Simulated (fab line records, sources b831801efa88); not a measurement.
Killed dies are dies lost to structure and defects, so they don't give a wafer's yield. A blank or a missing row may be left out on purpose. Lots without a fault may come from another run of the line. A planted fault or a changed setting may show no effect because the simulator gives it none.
Split-lot experiment | flow sfq_line | 5 lots, 13 wafers read, on a route of 325 steps

THE SPLIT
At SFQ_TRILAYER_R5_LITHO_COAT_141 (resist thk 62 nm), the setting resist_thk_nm was moved away from the recipe's 62 nm on 7 of the 13 wafers read, by +2.1% to +4.0%. The other wafers ran this setting at the recipe's value.

FROM THE SPLIT TO THE READING: what the file shows between them, 3 steps
- SFQ_TRILAYER_R5_LITHO_COAT_136: resist thk 592.7 nm
- SFQ_TRILAYER_R5_LITHO_SOFTBAKE_140
- SFQ_TRILAYER_R5_LITHO_DEVELOP_138: time 60 s

THE READING
etch.depth_nm (the simulator's own value, which no gauge read), in nm, at SFQ_TRILAYER_R5_BARC_OPEN_METAL_ETCH_177 (etches BARC in O2, target depth 125 nm, time 41.7 s). The file gives no usual value for it. The 6 wafers here that ran the recipe average 62.05 nm, standard deviation 0.07 nm.

wafer  | tool, chamber at the split | resist_thk_nm as run, nm | against the recipe | etch.depth_nm, nm | against lot-mates on the recipe
L074.4 | litho_track-01, 0          | 63.31                    | +2.1%              | 62.84             | no lot-mate on the recipe
L074.6 | litho_track-01, 0          | 63.31                    | +2.1%              | 62.9              | no lot-mate on the recipe
L076.4 | litho_track-04, 0          | 62                       | recipe             | 62.16             | -
L076.5 | litho_track-04, 0          | 64.49                    | +4.0%              | 64.63             | +2.50
L076.6 | litho_track-04, 0          | 62                       | recipe             | 62.09             | -
L077.3 | litho_track-01, 0          | 64.23                    | +3.6%              | 64.24             | +2.16
L077.4 | litho_track-01, 0          | 62                       | recipe             | 62.08             | -
L077.5 | litho_track-01, 0          | 64.23                    | +3.6%              | 64.35             | +2.27
L083.2 | litho_track-01, 0          | 64.13                    | +3.4%              | 63.93             | no lot-mate on the recipe
L083.4 | litho_track-01, 0          | 64.13                    | +3.4%              | 63.91             | no lot-mate on the recipe
L085.2 | litho_track-04, 0          | 62                       | recipe             | 62.02             | -
L085.4 | litho_track-04, 0          | 62                       | recipe             | 62.01             | -
L085.5 | litho_track-04, 0          | 62                       | recipe             | 61.94             | -

THE FIT
A straight line over all 13 wafers: etch.depth_nm changes by +0.592 nm for each +1% of resist_thk_nm; r = +0.98; the points scatter about the line by 0.21 nm.
The same after taking each lot's own level away (the mean of its wafers on the recipe; 9 wafers): +0.619 nm for each +1%; r = +1.00; scatter 0.043 nm.
On that fit, the largest move of resist_thk_nm shifts the reading by 2.5 nm.
The lots' own levels span 61.990 to 62.125 nm, that is 1.9 times the standard deviation above.
So the lot-to-lot level changes the slope little: the two slopes agree.
Check: with one of the wafers moved furthest among these (+4.0%) left out of the fit, the line predicts +2.47 nm for it against its lot-mates. It came out at +2.5 nm against them.

OTHER SPLITS ON THESE WAFERS
These wafers also went through other splits before the reading. Each is held against what the fit with the lots' levels taken away leaves over:
other split on the same wafers                   | wafers away from the commonest value | r with etch.depth_nm (lot level and that fit taken away)
SFQ_TRILAYER_I4_VIA_LITHO_COAT_103 resist_thk_nm | 3                                    | +0.49
SFQ_TRILAYER_JJ_TRILAYER_DEP_SPUTTER_109 power_w | 1                                    | +0.61
SFQ_TRILAYER_JJ_CE_LITHO_PEB_117 peb_time_s      | 3                                    | +0.32
SFQ_TRILAYER_JJ_CE_BARC_OPEN_RIE_150 bias_w      | 2                                    | -0.18
SFQ_TRILAYER_M5_LITHO_COAT_123 spin_rpm          | 3                                    | -0.41
SFQ_TRILAYER_M5_ETCH_METAL_ETCH_126 icp_w        | 3                                    | -0.48

THE WHOLE CHAIN: every reading that the file lists as answering this split, in the file's order
step                                     | what it does                                        | reading                                                                                    | change (the file's fit)               | r (the file's)
SFQ_TRILAYER_R5_LITHO_COAT_141           | resist thk 62 nm                                    | BARC_of_TRILAYER_R5_LITHO_COAT_141.thk_nm (the simulator's own value, which no gauge read) | +0.628 nm for each +1% of the setting | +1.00
SFQ_TRILAYER_R5_BARC_OPEN_METAL_ETCH_177 | etches BARC in O2, target depth 125 nm, time 41.7 s | etch.depth_nm (the simulator's own value, which no gauge read)                             | +0.621 nm for each +1% of the setting | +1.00

THE FILE'S OWN FIT
etch.depth_nm changes by +0.621 nm for each +1% of resist_thk_nm, r = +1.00.
